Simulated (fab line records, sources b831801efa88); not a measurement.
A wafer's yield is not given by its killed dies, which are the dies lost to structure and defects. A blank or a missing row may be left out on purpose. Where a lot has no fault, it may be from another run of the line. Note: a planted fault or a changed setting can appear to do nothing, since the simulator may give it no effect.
A struck lot beside a sound one -- flow sky130 -- 19 out of 708 route steps
Sound: wafers L712.1, L712.2, L712.5. Wafers L722.1, L722.2, L722.4 were the ones struck. The cause is named last.
For every step that has rows: the tool of each side, followed by ch and its chambers, followed by its first start. Under that, the readings that differ: sound wafers -- struck wafers -- difference of the means -- sigmas: that difference in standard deviations of wafers without a fault.
alike: readings whose means differ by less than 2 such deviations, and words and numbers that are the same on both sides. not compared: withheld readings, readings that some wafer has no value for, bounds like >300 that may hide the same value, and numbers for which the record gives no deviation and whose values overlap.
A row with sigmas, a row that says differs or no value, or rows on one side alone: a step with any of these is where the two part. When numbers do not overlap yet have no deviation, they are printed without sigmas and do not part them. A reading missing from all wafers of one side parts the sides only when that side holds two or more wafers.

first, 1 step without rows for these wafers: SKY_VT_ADJUST_HVTP_DEVELOP_06 (develop time 60 s).
SKY_VT_ADJUST_HVTP_CD_MEAS_07 targets a cd of 380 nm.
  sound on cd sem-01, day 8 01:28; struck on cd sem-01, day 10 20:10
reading,sound,struck,difference,sigmas
cd nm (nm),384.8 382.6 383.3,376.4 374.6 376.2,-7.8,-3
SKY_VT_ADJUST_HVTP_OVL_MEAS_08:
  sound on overlay-01, day 8 01:35; struck on overlay-02, day 10 20:17
  alike: VT_ADJUST_HVTP_OVL
then, 1 step without rows for these wafers: SKY_VT_ADJUST_HVTP_IMPLANT_09.
SKY_VT_ADJUST_HVTP_STRIP_10: strips in O2/N2.
  sound on plasma asher-01 ch 0,1, day 8 01:46; struck on plasma asher-04 ch 0,1, day 10 20:28
  alike: drypump motor current A, oes product au, strip time to endpoint s
  not compared: rf hours counter h
SKY_VT_ADJUST_HVTP_TW_MEAS_11:
  sound on film metro-03, day 8 01:52; struck on film metro-03, day 10 20:34
  alike: VT_ADJUST_HVTP_TW
then, 6 steps without rows for these wafers: SKY_VT_ADJUST_LVTN_DEHYDRATE_00 (time 60 s); SKY_VT_ADJUST_LVTN_HMDS_01 (prime time 60 s); SKY_VT_ADJUST_LVTN_COAT_02 (resist thk 3000 nm); SKY_VT_ADJUST_LVTN_SOFTBAKE_03; SKY_VT_ADJUST_LVTN_EXPOSE_04 (exposes mask NWM COMPLEMENT LESS NATIVE, target cd 840 nm); SKY_VT_ADJUST_LVTN_PEB_05.
SKY_VT_ADJUST_LVTN_DEVELOP_06: develop time 60 s.
  sound on litho track-01 ch 0, day 8 23:00; struck on litho track-01 ch 0, day 11 19:00
reading,sound,struck,difference,sigmas
chill plate temp C (C),23.00 22.88 22.80,23.11 23.27 23.28,+0.33,+3
  alike: resist line temp C
SKY_VT_ADJUST_LVTN_OVL_MEAS_07:
  sound on overlay-01, day 8 23:23; struck on overlay-01, day 11 19:47
reading,sound,struck,difference,sigmas
VT_ADJUST_LVTN_OVL (nm),1.3 0.3 1.3,- - -,no value on the struck wafers,
then, 1 step without rows for these wafers: SKY_VT_ADJUST_LVTN_IMPLANT_08.
SKY_VT_ADJUST_LVTN_STRIP_09: strips in O2/N2.
  sound on plasma asher-02 ch 0,1, day 8 23:34; struck on plasma asher-01 ch 0,1, day 11 19:58
  alike: drypump motor current A, oes product au, strip time to endpoint s
  not compared: rf hours counter h
SKY_VT_ADJUST_LVTN_TW_MEAS_10:
  sound on film metro-04, day 8 23:40; struck on film metro-02, day 11 20:04
reading,sound,struck,difference,sigmas
VT_ADJUST_LVTN_TW,241.2 241.4 239.8,29.5 29.5 29.5,-211.3,-88
then, 1 step without rows for these wafers: SKY_VT_ADJUST_LVTN_DEHYDRATE_11 (time 60 s).
-- a jump in the record: the struck wafers' starts before and after are 38 days apart (it breaks off in module VT_ADJUST_LVTN and resumes in module PAD_OPEN, where the first step shown is number 708 of the route) --
SKY_PAD_OPEN_PROBE_99:
  sound on prober-02, day 47 23:04; struck on prober-02, day 50 00:05
reading,sound,struck,difference,sigmas
killed at front end,13 17 16,424 414 424,+405,+99 or more
killed dies,75 74 82,492 492 492,+415,+46
killed on rim,15 22 19,96 96 96,+77,+23
  alike: killed_at_M0_to_M3, killed_at_M4_up, killed at contacts, killed at other, killed open, killed short

WHERE THEY PART
First at SKY_VT_ADJUST_HVTP_CD_MEAS_07; last, within this record, at SKY_PAD_OPEN_PROBE_99.

WHY: what the simulator had put in
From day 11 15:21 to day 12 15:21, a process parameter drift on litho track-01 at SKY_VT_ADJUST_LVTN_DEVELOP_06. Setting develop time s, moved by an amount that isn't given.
